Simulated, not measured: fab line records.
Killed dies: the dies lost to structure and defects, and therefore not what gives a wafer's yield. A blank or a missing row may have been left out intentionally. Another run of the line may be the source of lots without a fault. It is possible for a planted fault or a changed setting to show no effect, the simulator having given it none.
fab line records	flow sky130
record: lots: 12	wafers: 36	lastDay: 50
route steps=708 shown DNWELL@43 VT_ADJUST_NCORE@127 VT_ADJUST_HVTR@138 SONOS_ONO@172 PAD_OPEN@708
lots with no fault: from the same line, run without faults
startH: the number of hours between the record's first day and the start of the first shown wafer of the lot	waitH: hours since the lot's step before	" same as the row above	L1.1+2: a row that stands for several wafers	- value missing, or start not given	* or withheld: withheld	< > ~ a bound
route shown NAME@n: a module of which the file shows steps, and the number in the route of the first	usual: mean/standard deviation of fault-free wafers	same: alike in all rows	chamber/n: place in a boat	sites: per-site readings	_std_site: their standard deviation	_edge_site: mean of outer sites minus mean of inner sites	radiusMm: how far each site lies from the wafer's centre	mask NAME#n: copy n	behind: the most recent tool/chamber to have shaped the wafer	hold: reason for holding the lot/hours on hold/outcome of the hold	device: which transistor (n, p or np) failed to switch	end of line: the tests these same wafers got at the end of their route	where a step has no rows: the recipe by itself	killed: not the wafer's yield, but the dies lost to structure and defects at the first sort	map: per-die view of a wafer (x killed, . not killed, _ where there is no die)
set.NAME: setting as actually run; set.NAME@STEP: the setting as run at that earlier step	model.NAME: the simulator's own value behind a step, which no gauge read
a sample of lots followed through the steps of the route, with each step as a table and each wafer as a row
services: a tool's chamber out of use, with start hour (startH, from the record's first day; less than 0 if before it), hours out, and reason
== steps ==
step: SKY_DNWELL_STRIP_08
recipe: chemistry: O2/N2	powerW: 1400	pressureMtorr: 1500	platenTempC: withheld	o2FlowSccm: 3000	n2FlowSccm: 300	overashFraction: 0.5
usual: drypumpMotorCurrentA: 5.6/0.45	oesProductAu: 0.722/0.0048	stripTimeToEndpointS: 36.93/0.1
same: overashFraction: 0.5
lot.wafer	tool	chamber	startH	waitH	drypumpMotorCurrentA	oesProductAu	rfHoursCounterH	stripTimeToEndpointS
L323.1	plasmaAsher-01	1	49.14	0.1	5.3	0.727	38	36.95
L323.4	"	1	"	"	5.3	0.718	-	37.06
L323.6	"	0	"	"	4.8	0.721	-	36.99
L324.2	plasmaAsher-01	0	59.61	0.1	4.8	0.717	40	36.79
L324.3	"	1	"	"	5.3	0.717	-	36.84
L324.6	"	1	"	"	5.3	0.726	-	36.84
L325.1	plasmaAsher-04	0	64.44	0.1	6.1	0.721	40	36.89
L325.2	"	1	"	"	6.0	0.728	40	36.92
L325.5	"	1	"	"	6.0	0.725	-	36.95
L326.2	plasmaAsher-04	0	68.81	0.1	6.1	0.721	40	37.10
L326.3	"	0	"	"	6.1	0.727	-	37.11
L326.4	"	1	"	"	6.0	0.724	-	36.99
L327.2	plasmaAsher-01	1	73.34	0.1	5.3	0.724	41	37.04
L327.5	"	0	"	"	4.8	0.715	-	36.95
L327.6	"	1	"	"	5.3	0.720	-	36.94
L329.1	plasmaAsher-03	0	91.94	0.1	5.5	0.720	26	36.85
L329.2	"	1	"	"	5.8	0.723	26	36.93
L329.3	"	1	"	"	5.7	0.724	-	36.89
L332.3	plasmaAsher-04	0	103.86	0.1	6.1	0.721	-	36.89
L332.4	"	1	"	"	6.0	0.718	-	37.01
L332.6	"	1	"	"	6.0	0.719	-	37.03
L334.1	plasmaAsher-01	0	111.49	0.1	4.8	0.722	45	36.79
L334.3	"	0	"	"	4.8	0.727	-	36.74
L334.4	"	1	"	"	5.3	0.712	-	36.99
L333.2	plasmaAsher-01	0	112.88	0.1	4.8	0.722	45	36.96
L333.3	"	0	"	"	4.8	0.721	-	37.00
L333.4	"	1	"	"	5.3	0.724	-	36.94
L335.1	plasmaAsher-04	0	119.01	0.1	6.1	0.719	45	36.89
L335.4	"	1	"	"	6.0	0.721	-	36.94
L335.6	"	0	"	"	6.1	0.723	-	36.88
L346.2	plasmaAsher-04	1	182.29	0.1	6.0	0.726	51	36.88
L346.3	"	0	"	"	6.1	0.729	-	36.88
L346.6	"	0	"	"	6.1	0.713	-	36.97
L345.1	plasmaAsher-03	1	182.64	0.1	5.7	0.724	36	36.86
L345.2	"	0	"	"	5.5	0.720	36	36.84
L345.3	"	1	"	"	5.8	0.720	-	36.81
step: SKY_VT_ADJUST_NCORE_OVL_MEAS_08
usual: VT_ADJUST_NCORE_OVL: 1.0/1.6
lot.wafer	tool	chamber	startH	waitH	VT_ADJUST_NCORE_OVL[nm]
L323.1	overlay-02	-	172.40	0.1	0.1
L323.4	"	-	"	"	2.0
L323.6	"	-	"	"	1.1
L324.2	overlay-02	-	187.98	0.1	3.7
L324.3	"	-	"	"	2.7
L324.6	"	-	"	"	2.8
L325.1	overlay-01	-	194.92	0.1	0.4
L325.2	"	-	"	"	-0.4
L325.5	"	-	"	"	0.8
L326.2	overlay-01	-	199.71	0.1	1.6
L326.3	"	-	"	"	3.0
L326.4	"	-	"	"	3.1
L327.2	overlay-02	-	206.96	0.1	2.2
L327.5	"	-	"	"	2.9
L327.6	"	-	"	"	1.3
L329.1	overlay-01	-	231.10	0.1	-1.2
L329.2	"	-	"	"	0.8
L329.3	"	-	"	"	0.2
L332.3	overlay-02	-	247.42	0.1	2.6
L332.4	"	-	"	"	2.5
L332.6	"	-	"	"	1.1
L334.1	overlay-02	-	257.71	0.1	2.7
L334.3	"	-	"	"	1.9
L334.4	"	-	"	"	1.6
L333.2	overlay-02	-	258.01	0.1	1.5
L333.3	"	-	"	"	0.0
L333.4	"	-	"	"	0.8
L335.1	overlay-01	-	266.76	0.1	2.2
L335.4	"	-	"	"	1.9
L335.6	"	-	"	"	2.4
L346.2	overlay-02	-	350.55	0.1	2.4
L346.3	"	-	"	"	2.1
L346.6	"	-	"	"	1.5
L345.1	overlay-02	-	352.45	0.1	-2.3
L345.2	"	-	"	"	-0.1
L345.3	"	-	"	"	-2.0
step: SKY_VT_ADJUST_HVTR_CD_MEAS_07
recipe: targetCdNm: 380
usual: cdNm: 379.9/2.6
lot.wafer	tool	chamber	startH	waitH	cdNm
L323.1	cdSem-01	-	193.73	0.1	379.0
L323.4	"	-	"	"	377.3
L323.6	"	-	"	"	377.7
L324.2	cdSem-01	-	208.70	0.1	378.3
L324.3	"	-	"	"	378.5
L324.6	"	-	"	"	378.6
L325.1	cdSem-02	-	216.51	0.1	385.3
L325.2	"	-	"	"	385.9
L325.5	"	-	"	"	383.2
L326.2	cdSem-02	-	220.66	0.1	382.4
L326.3	"	-	"	"	382.6
L326.4	"	-	"	"	385.1
L327.2	cdSem-01	-	229.26	0.1	385.6
L327.5	"	-	"	"	382.2
L327.6	"	-	"	"	380.8
L329.1	cdSem-01	-	255.34	0.1	376.3
L329.2	"	-	"	"	376.6
L329.3	"	-	"	"	376.4
L332.3	cdSem-01	-	271.30	0.1	379.5
L332.4	"	-	"	"	380.6
L332.6	"	-	"	"	376.9
L334.1	cdSem-02	-	281.84	0.1	380.3
L334.3	"	-	"	"	379.9
L334.4	"	-	"	"	379.0
L333.2	cdSem-02	-	282.33	0.1	377.2
L333.3	"	-	"	"	379.6
L333.4	"	-	"	"	377.8
L335.1	cdSem-02	-	291.36	0.1	378.3
L335.4	"	-	"	"	380.8
L335.6	"	-	"	"	377.5
L346.2	cdSem-02	-	379.60	0.1	379.4
L346.3	"	-	"	"	379.8
L346.6	"	-	"	"	381.1
L345.1	cdSem-01	-	381.04	0.1	382.8
L345.2	"	-	"	"	384.4
L345.3	"	-	"	"	380.9
step: SKY_SONOS_ONO_CVD_04
recipe: material: SiO2	precursor: SiH4/N2O	targetThkNm: 5.7199	tempC: 900	pressureMtorr: 400
usual: pressureMtorr: 400.1/0.75	spikeTcTopC: 911.8/1.2	zonePowerCentrePct: 21.5/0.98	zonePowerUpperPct: 18.8/0.34
lot.wafer	tool	chamber	startH	waitH	pressureMtorr	spikeTcTopC	zonePowerCentrePct	zonePowerUpperPct
L323.1	lpcvd-03	1	241.57	0.1	399.6	912.9	22.9	19.1
L323.4	"	1	"	"	399.2	912.4	22.8	19.0
L323.6	"	1	"	"	398.3	913.2	22.4	19.1
L324.2	lpcvd-03	1	265.43	4.7	399.0	912.7	22.4	19.4
L324.3	"	1	"	"	399.5	911.1	22.9	18.9
L324.6	"	1	"	"	399.8	912.3	23.0	18.8
L325.1	lpcvd-03	0	266.68	0.2	399.4	910.2	20.7	18.6
L325.2	"	0	"	"	400.8	910.4	20.7	18.5
L325.5	"	0	"	"	401.0	911.0	20.2	18.3
L326.2	lpcvd-03	0	274.10	0.0	400.6	910.7	20.6	18.8
L326.3	"	0	"	"	400.0	911.6	21.0	18.5
L326.4	"	0	"	"	400.0	910.4	20.7	18.5
L327.2	lpcvd-03	0	281.29	0.0	399.8	909.5	21.1	18.8
L327.5	"	0	"	"	399.4	911.6	20.7	18.8
L327.6	"	0	"	"	400.1	911.6	20.6	18.6
L329.1	lpcvd-03	0	311.46	0.1	400.1	912.1	20.9	18.6
L329.2	"	0	"	"	399.0	911.2	21.0	18.6
L329.3	"	0	"	"	398.8	911.1	20.9	18.7
L332.3	lpcvd-03	1	327.79	0.0	400.2	911.6	22.6	19.0
L332.4	"	1	"	"	399.9	912.5	22.4	19.3
L332.6	"	1	"	"	400.4	911.7	23.0	18.9
L334.1	lpcvd-03	0	336.61	0.1	399.2	911.0	20.3	18.7
L334.3	"	0	"	"	398.6	912.3	21.0	18.6
L334.4	"	0	"	"	399.5	912.6	20.5	19.0
L333.2	lpcvd-03	0	337.86	0.2	401.0	913.1	20.6	18.5
L333.3	"	0	"	"	401.3	911.7	21.1	18.8
L333.4	"	0	"	"	400.8	910.1	20.5	18.7
L335.1	lpcvd-03	0	346.79	0.1	400.9	911.2	20.9	18.4
L335.4	"	0	"	"	400.9	910.3	20.5	18.4
L335.6	"	0	"	"	400.0	912.2	20.7	18.4
L346.2	lpcvd-03	0	442.75	0.0	481.5	912.6	21.0	18.3
L346.3	"	0	"	"	480.7	911.2	20.7	18.8
L346.6	"	0	"	"	480.5	912.5	20.7	18.3
L345.1	lpcvd-03	0	444.63	0.9	481.3	913.3	20.7	18.3
L345.2	"	0	"	"	480.8	911.5	20.6	18.5
L345.3	"	0	"	"	480.6	910.9	20.8	18.6
step: SKY_SONOS_ONO_THK_MEAS_05
recipe: reads: SiO2_of_SONOS_ONO_CVD_04
usual: SONOS_ONO_CVD_04_THK: 5.67/0.12
lot.wafer	tool	chamber	startH	waitH	SONOS_ONO_CVD_04_THK[nm]
L323.1	filmMetro-03	-	242.82	0.0	5.69
L323.4	"	-	"	"	5.78
L323.6	"	-	"	"	5.69
L324.2	filmMetro-04	-	266.69	0.0	5.83
L324.3	"	-	"	"	5.86
L324.6	"	-	"	"	5.86
L325.1	filmMetro-01	-	267.93	0.0	5.70
L325.2	"	-	"	"	5.63
L325.5	"	-	"	"	5.69
L326.2	filmMetro-03	-	275.36	0.0	5.67
L326.3	"	-	"	"	5.69
L326.4	"	-	"	"	5.62
L327.2	filmMetro-01	-	282.55	0.0	5.85
L327.5	"	-	"	"	5.84
L327.6	"	-	"	"	5.83
L329.1	filmMetro-04	-	312.71	0.0	5.80
L329.2	"	-	"	"	5.81
L329.3	"	-	"	"	5.76
L332.3	filmMetro-01	-	329.06	0.0	5.68
L332.4	"	-	"	"	5.66
L332.6	"	-	"	"	5.67
L334.1	filmMetro-04	-	337.86	0.0	5.63
L334.3	"	-	"	"	5.79
L334.4	"	-	"	"	5.82
L333.2	filmMetro-01	-	339.12	0.0	5.64
L333.3	"	-	"	"	5.57
L333.4	"	-	"	"	5.49
L335.1	filmMetro-01	-	348.04	0.0	5.81
L335.4	"	-	"	"	5.74
L335.6	"	-	"	"	5.68
L346.2	filmMetro-03	-	444.64	0.0	6.32
L346.3	"	-	"	"	6.36
L346.6	"	-	"	"	6.40
L345.1	filmMetro-04	-	446.50	0.0	6.24
L345.2	"	-	"	"	6.23
L345.3	"	-	"	"	6.19
step: SKY_PAD_OPEN_PROBE_99
usual: killed_at_M0_to_M3: 44/7	killed_at_M4_up: 3.0/1.9	killedAtContacts: 24/5.4	killedAtFrontEnd: 15/4.6	killedAtOther: 0.3/0.5	killedDies: 87/10	killedOnRim: 17/3.5	killedOpen: 47/7	killedShort: 40/6.2
same: grossDies: 492	killedAtBackSide: 0
lot.wafer	tool	chamber	startH	waitH	killed_at_M0_to_M3	killed_at_M4_up	killedAtContacts	killedAtFrontEnd	killedAtOther	killedDies	killedOnRim	killedOpen	killedShort
L324.2	prober-01	-	1076.75	0.1	45	3	22	12	0	82	16	43	39
L324.3	prober-01	-	1076.80	0.2	39	0	24	16	0	79	19	46	33
L324.6	prober-01	-	1076.95	0.2	42	3	21	13	0	79	18	43	36
L329.1	prober-02	-	1117.46	0.1	42	3	22	10	0	77	16	39	38
L329.2	prober-02	-	1117.51	0.1	42	2	24	23	2	93	17	53	40
L329.3	prober-02	-	1117.56	0.2	48	4	20	19	0	91	20	49	42
L332.3	prober-01	-	1128.21	0.2	56	5	18	16	0	95	17	49	46
L332.4	prober-01	-	1128.26	0.2	58	1	19	12	0	90	18	50	40
L332.6	prober-01	-	1128.36	0.2	45	2	17	16	0	80	15	47	33
L334.1	prober-02	-	1131.05	0.1	41	3	22	17	0	83	14	45	38
L334.3	prober-02	-	1131.15	0.2	57	2	31	20	0	110	22	58	52
L334.4	prober-02	-	1131.20	0.2	48	1	31	15	1	96	21	50	46
L333.2	prober-01	-	1138.67	0.1	45	1	26	7	0	79	17	48	31
L333.3	prober-01	-	1138.72	0.2	47	7	25	10	0	89	14	48	41
L333.4	prober-01	-	1138.77	0.2	39	0	29	15	0	83	11	44	39
L335.1	prober-02	-	1140.65	0.1	43	2	22	12	1	80	17	48	32
L335.4	prober-02	-	1140.80	0.2	46	7	22	17	0	92	19	59	33
L335.6	prober-02	-	1140.90	0.2	35	2	33	23	0	93	17	57	36
killed by level:class
L324.2 CONTACT:geometricParticle:open=10 VIA1:geometricParticle:open=9 METAL1:geometricParticle:short=8 VIA2:geometricParticle:short=8 VIA2:geometricParticle:open=5 VIA3:geometricParticle:open=5 CONTACT:geometricParticle:short=4 FIELD_ISO:geometricParticle:short=3
L324.3 CONTACT:geometricParticle:open=13 VIA1:geometricParticle:open=9 LI_CONTACT:geometricParticle:open=7 VIA2:geometricParticle:short=6 VIA2:geometricParticle:open=5 POLY_GATE:geometricParticle:short=5 VIA3:geometricParticle:open=5 METAL1:geometricParticle:short=4
L324.6 VIA1:geometricParticle:open=9 CONTACT:geometricParticle:open=8 METAL1:geometricParticle:short=7 VIA2:geometricParticle:open=7 LI_CONTACT:geometricParticle:open=5 FIELD_ISO:geometricParticle:open=4 POLY_GATE:geometricParticle:short=4 VIA1:geometricParticle:short=4
L329.1 VIA2:geometricParticle:open=9 LOCAL_INTERCONNECT:geometricParticle:short=7 VIA3:geometricParticle:open=7 LI_CONTACT:geometricParticle:open=6 METAL1:geometricParticle:short=5 CONTACT:geometricParticle:open=4 VIA1:geometricParticle:short=4 VIA1:geometricParticle:open=4
L329.2 VIA3:geometricParticle:open=11 VIA1:geometricParticle:open=9 FIELD_ISO:geometricParticle:short=6 POLY_GATE:geometricParticle:short=6 LI_CONTACT:geometricParticle:open=6 FIELD_ISO:geometricParticle:open=5 CONTACT:geometricParticle:open=5 LOCAL_INTERCONNECT:geometricParticle:short=5
L329.3 VIA1:geometricParticle:open=11 METAL1:geometricParticle:short=11 CONTACT:geometricParticle:open=8 FIELD_ISO:geometricParticle:open=7 VIA2:geometricParticle:short=6 VIA3:geometricParticle:short=6 LI_CONTACT:geometricParticle:open=5 POLY_GATE:geometricParticle:short=4
L332.3 VIA2:geometricParticle:open=11 VIA1:geometricParticle:open=9 METAL2:geometricParticle:short=9 LI_CONTACT:geometricParticle:open=8 FIELD_ISO:geometricParticle:short=7 VIA2:geometricParticle:short=6 METAL1:geometricParticle:short=6 CONTACT:geometricParticle:open=4
L332.4 VIA1:geometricParticle:open=14 METAL2:geometricParticle:short=7 CONTACT:geometricParticle:open=6 METAL1:geometricParticle:short=6 VIA3:geometricParticle:open=6 FIELD_ISO:geometricParticle:open=5 LI_CONTACT:geometricParticle:open=5 VIA1:geometricParticle:short=5
L332.6 VIA2:geometricParticle:open=9 CONTACT:geometricParticle:open=7 VIA1:geometricParticle:open=7 LI_CONTACT:geometricParticle:open=6 METAL1:geometricParticle:short=6 VIA1:geometricParticle:short=6 METAL2:geometricParticle:short=5 POLY_GATE:geometricParticle:open=4
L334.1 VIA1:geometricParticle:open=10 CONTACT:geometricParticle:open=9 FIELD_ISO:geometricParticle:open=7 VIA1:geometricParticle:short=6 LI_CONTACT:geometricParticle:open=5 VIA2:geometricParticle:open=5 FIELD_ISO:geometricParticle:short=4 METAL1:geometricParticle:short=4
L334.3 VIA1:geometricParticle:open=16 CONTACT:geometricParticle:open=14 METAL1:geometricParticle:short=8 CONTACT:geometricParticle:short=7 POLY_GATE:geometricParticle:open=6 VIA2:geometricParticle:short=6 LI_CONTACT:geometricParticle:open=6 VIA1:geometricParticle:short=6
L334.4 LI_CONTACT:geometricParticle:open=10 VIA1:geometricParticle:open=10 CONTACT:geometricParticle:open=9 VIA1:geometricParticle:short=9 CONTACT:geometricParticle:short=7 VIA3:geometricParticle:open=7 METAL2:geometricParticle:short=6 FIELD_ISO:geometricParticle:short=5
L333.2 VIA1:geometricParticle:open=10 CONTACT:geometricParticle:open=9 LI_CONTACT:geometricParticle:open=8 VIA3:geometricParticle:open=7 VIA1:geometricParticle:short=6 METAL1:geometricParticle:short=5 VIA2:geometricParticle:open=4 LOCAL_INTERCONNECT:geometricParticle:short=4
L333.3 CONTACT:geometricParticle:open=13 VIA1:geometricParticle:open=8 LI_CONTACT:geometricParticle:open=7 METAL1:geometricParticle:short=7 VIA1:geometricParticle:short=7 VIA2:geometricParticle:open=6 METAL4:geometricParticle:short=6 VIA2:geometricParticle:short=4
L333.4 VIA1:geometricParticle:open=12 CONTACT:geometricParticle:open=8 CONTACT:geometricParticle:short=8 FIELD_ISO:geometricParticle:open=6 METAL1:geometricParticle:short=6 VIA3:geometricParticle:open=6 LI_CONTACT:geometricParticle:open=5 LOCAL_INTERCONNECT:geometricParticle:short=5
L335.1 VIA1:geometricParticle:open=14 CONTACT:geometricParticle:open=8 VIA2:geometricParticle:open=8 LI_CONTACT:geometricParticle:open=5 LI_CONTACT:geometricParticle:short=4 METAL1:geometricParticle:short=4 VIA3:geometricParticle:open=4 METAL2:geometricParticle:short=3
L335.4 CONTACT:geometricParticle:open=12 VIA3:geometricParticle:open=11 VIA1:geometricParticle:open=9 VIA2:geometricParticle:open=8 LI_CONTACT:geometricParticle:open=7 METAL4:geometricParticle:short=6 FIELD_ISO:geometricParticle:short=5 VIA2:geometricParticle:short=5
L335.6 VIA1:geometricParticle:open=10 POLY_GATE:geometricParticle:open=8 CONTACT:geometricParticle:open=8 CONTACT:geometricParticle:short=8 LI_CONTACT:geometricParticle:open=7 FIELD_ISO:geometricParticle:open=5 VIA2:geometricParticle:open=5 VIA3:geometricParticle:open=5
== services ==
tool	chamber	startH	hours	kind
plasmaAsher-04	-	25.39	3.3	repair
plasmaAsher-03	-	39.18	21.1	pm
plasmaAsher-04	-	58.47	3.1	repair
plasmaAsher-03	-	62.46	0.8	repair
plasmaAsher-01	-	131.01	9.2	repair
plasmaAsher-01	-	170.91	8.2	repair
plasmaAsher-01	-	191.72	0.4	repair
plasmaAsher-04	-	234.66	15.0	repair
lpcvd-03	-	236.72	1.0	repair
lpcvd-03	-	259.43	6.0	pm
plasmaAsher-04	-	336.06	1.0	repair
plasmaAsher-03	-	346.03	2.8	pm
lpcvd-03	-	352.72	1.7	repair
plasmaAsher-03	-	361.68	6.0	repair
plasmaAsher-01	-	421.32	9.0	pm
plasmaAsher-01	0	421.32	9.0	ventCycle
plasmaAsher-01	1	421.32	9.0	ventCycle
plasmaAsher-01	0	430.32	-	clean
plasmaAsher-01	1	430.32	-	clean
== key ==
firstSign: step: SKY_SONOS_ONO_CVD_04	reading: pressureMtorr	direction: up	sigmas: 99+	usual: 400.1	struck: 480.9
effect: step: SKY_SONOS_ONO_THK_MEAS_05	reading: SONOS_ONO_CVD_04_THK	direction: up	sigmas: 5	usual: 5.67	struck: 6.29
metAt SKY_SONOS_ONO_CVD_04
struckLots L345,L346
testerLeftOut L345,L346
notActingAt SKY_DNWELL_STRIP_08,SKY_VT_ADJUST_NCORE_OVL_MEAS_08,SKY_VT_ADJUST_HVTR_CD_MEAS_07
onsetBetween 346.79 442.75
fault: kind: processParameterDrift	tool: lpcvd-03	chamber: -	onsetH: 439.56	steps: SKY_SONOS_ONO_CVD_04	channel: pressureMtorr	offset: 80	shape: step	endH: 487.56	stated: 400
testerLeftOut: of these lots the tester's yield and bins aren't shown, on N5 and GAA mostly nor the transistor test; their killed dies are dies lost to structure and defects alone, not to doping, threshold or leakage, so they don't give the yield
